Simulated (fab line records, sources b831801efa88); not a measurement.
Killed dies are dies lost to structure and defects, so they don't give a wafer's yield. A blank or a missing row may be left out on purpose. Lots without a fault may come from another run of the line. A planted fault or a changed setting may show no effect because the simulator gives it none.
One fault seen from 2 desks | flow gf180mcu | each desk has only its own numbers; what lay behind them comes last

THE METROLOGY DESK
What the gauges read, lot by lot, whatever tool the lot ran on: means of the sampled wafers that have a number. A lot is out of limits, marked OUT, if its mean lies more than 4 standard deviations from the usual mean; the brackets give that distance.
Columns: A = V5_W_THK at GF_V5_THK_MEAS_25, usual 350 nm
lot  | first seen here | A
L546 | day 27 13:32    | 348
L547 | day 27 22:40    | 352
L551 | day 29 05:56    | 350
L557 | day 31 03:26    | 350
L558 | day 31 11:40    | 357
L560 | day 31 17:35    | 350
L561 | day 31 23:56    | 354
L562 | day 32 06:28    | 350
L563 | day 32 13:03    | 353
L565 | day 32 22:49    | 349
L566 | day 33 06:33    | 349
L567 | day 33 12:04    | 342
L568 | day 33 16:50    | 351
This desk's finding: nothing out of limits on any of the 13 lots.

THE TOOL OWNER'S DESK: plasma_asher-04
The tool's own readings at GF_HV_LDD_STRIP_10 (strips in O2/N2): means of the sampled wafers that have a number, for each lot that ran on this tool. A lot is out of limits, marked OUT, if its mean lies more than 4 standard deviations from the usual mean; the brackets give that distance.
Columns: A = drypump_motor_current_A at GF_HV_LDD_STRIP_10, usual 5.4 A; B = heater_power_w at GF_HV_LDD_STRIP_10, usual 322 W; C = oes_product_au at GF_HV_LDD_STRIP_10, usual 0.716 a.u.; D = strip_time_to_endpoint_s at GF_HV_LDD_STRIP_10, usual 12.64 s
lot  | first seen here | A   | B   | C     | D
L546 | day 10 08:49    | 5.2 | 325 | 0.720 | 12.59
L547 | day 10 15:51    | 5.2 | 320 | 0.713 | 12.63
L551 | day 11 20:20    | 5.2 | 319 | 0.722 | 12.68
L558 | day 14 05:01    | 5.2 | 322 | 0.715 | 12.67
L560 | day 14 16:59    | 5.1 | 333 | 0.717 | 12.68
L561 | day 14 23:32    | 5.2 | 321 | 0.716 | 12.65
L565 | day 16 04:01    | 5.2 | 327 | 0.717 | 12.63
This desk's finding: nothing out of limits on any of the 7 lots.

PUT TOGETHER
The metrology desk saw nothing out of limits.
The tool owner's desk saw nothing out of limits.

WHAT THE SIMULATOR HAD PUT IN
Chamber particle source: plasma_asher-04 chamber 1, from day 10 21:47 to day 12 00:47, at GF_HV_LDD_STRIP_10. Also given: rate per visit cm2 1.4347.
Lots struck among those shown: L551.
